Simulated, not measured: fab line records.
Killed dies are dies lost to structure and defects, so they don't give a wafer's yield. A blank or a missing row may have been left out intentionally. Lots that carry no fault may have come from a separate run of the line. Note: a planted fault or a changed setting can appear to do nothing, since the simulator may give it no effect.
A lot that was struck, set against a sound lot | flow sky130 | 19 steps out of a route of 708
Sound: wafers L902.1, L902.3, L902.6. The struck wafers were L896.4, L896.5, L896.6. The cause is named last.
Per side, at each step with rows, come the tool, then ch with its chambers, and then its first start. Under that, the readings that differ: sound wafers | struck wafers | difference of the means | sigmas: that difference in standard deviations of wafers without a fault.
alike: readings whose means differ by less than 2 such deviations, and words and numbers that are the same on both sides. not compared: withheld readings, readings that some wafer has no value for, bounds like >300 that may hide the same value, and numbers for which the record gives no deviation and whose values overlap.
Wherever a step has rows on one side only, a row that says differs or no value, or a row with sigmas, the two part there. Non-overlapping numbers with no deviation appear without sigmas and do not part them. A reading that every wafer of one side lacks parts them only if that side has two wafers or more.

SKY_LDD_HVP_OVL_MEAS_07:
  struck on overlay-02, day 26 13:14; sound on overlay-01, day 27 16:52
  alike: LDD_HVP_OVL
next, for these wafers, 1 step has no rows: SKY_LDD_HVP_IMPLANT_08.
SKY_LDD_HVP_STRIP_09: strips in O2/N2.
  sound on plasma_asher-03 ch 0,1, day 27 17:03; struck on plasma_asher-03 ch 0,1, day 26 13:26
  alike: drypump_motor_current_A, oes_product_au, strip_time_to_endpoint_s
  not compared: rf_hours_counter_h
SKY_LDD_HVP_TW_MEAS_10:
  struck on film_metro-04, day 26 13:32; sound on film_metro-04, day 27 17:09
  alike: LDD_HVP_TW
then, 7 steps without rows for these wafers: SKY_LDD_LDN_DEHYDRATE_00 (time 60 s); SKY_LDD_LDN_HMDS_01 (prime time 60 s); SKY_LDD_LDN_COAT_02 (resist thk 1140 nm); SKY_LDD_LDN_SOFTBAKE_03 (time 60 s); SKY_LDD_LDN_EXPOSE_04 (exposes mask LDNTM, target cd 700 nm); SKY_LDD_LDN_PEB_05; SKY_LDD_LDN_DEVELOP_06 (develop time 60 s).
SKY_LDD_LDN_OVL_MEAS_07:
  struck on overlay-01, day 27 18:42; sound on overlay-01, day 28 20:58
  alike: LDD_LDN_OVL
SKY_LDD_LDN_IMPLANT_08:
  struck on implanter-03, day 27 18:48; sound on implanter-03 ch 0, day 28 21:00
  no value came back on the struck wafers for beam_energy_keV, beam_on_s (s), faraday_current_uA; on the sound wafers beam_energy_keV reads 15.002 14.996 14.997
then, 3 steps without rows for these wafers: SKY_LDD_LDN_IMPLANT_09; SKY_LDD_LDN_IMPLANT_10; SKY_LDD_LDN_IMPLANT_11.
SKY_LDD_LDN_STRIP_12: strips in O2/N2.
  sound on plasma_asher-01 ch 0,1, day 28 21:36; struck on plasma_asher-01 ch 0,1, day 27 19:22
  alike: drypump_motor_current_A, oes_product_au, strip_time_to_endpoint_s
  not compared: rf_hours_counter_h
SKY_LDD_LDN_TW_MEAS_13:
  struck on film_metro-01, day 27 19:27; sound on film_metro-03, day 28 21:42
  reading    | sound          | struck         | difference | sigmas
  LDD_LDN_TW | 1485 1484 1476 | 1349 1357 1350 | -130       | -14
then, 1 step without rows for these wafers: SKY_LDD_LDN_CLEAN_14 (cleans in SC1/SC2, time 150 s).

WHERE THEY PART
First at SKY_LDD_LDN_IMPLANT_08; last, within this record, at SKY_LDD_LDN_TW_MEAS_13.

WHY: what had been put in by the simulator
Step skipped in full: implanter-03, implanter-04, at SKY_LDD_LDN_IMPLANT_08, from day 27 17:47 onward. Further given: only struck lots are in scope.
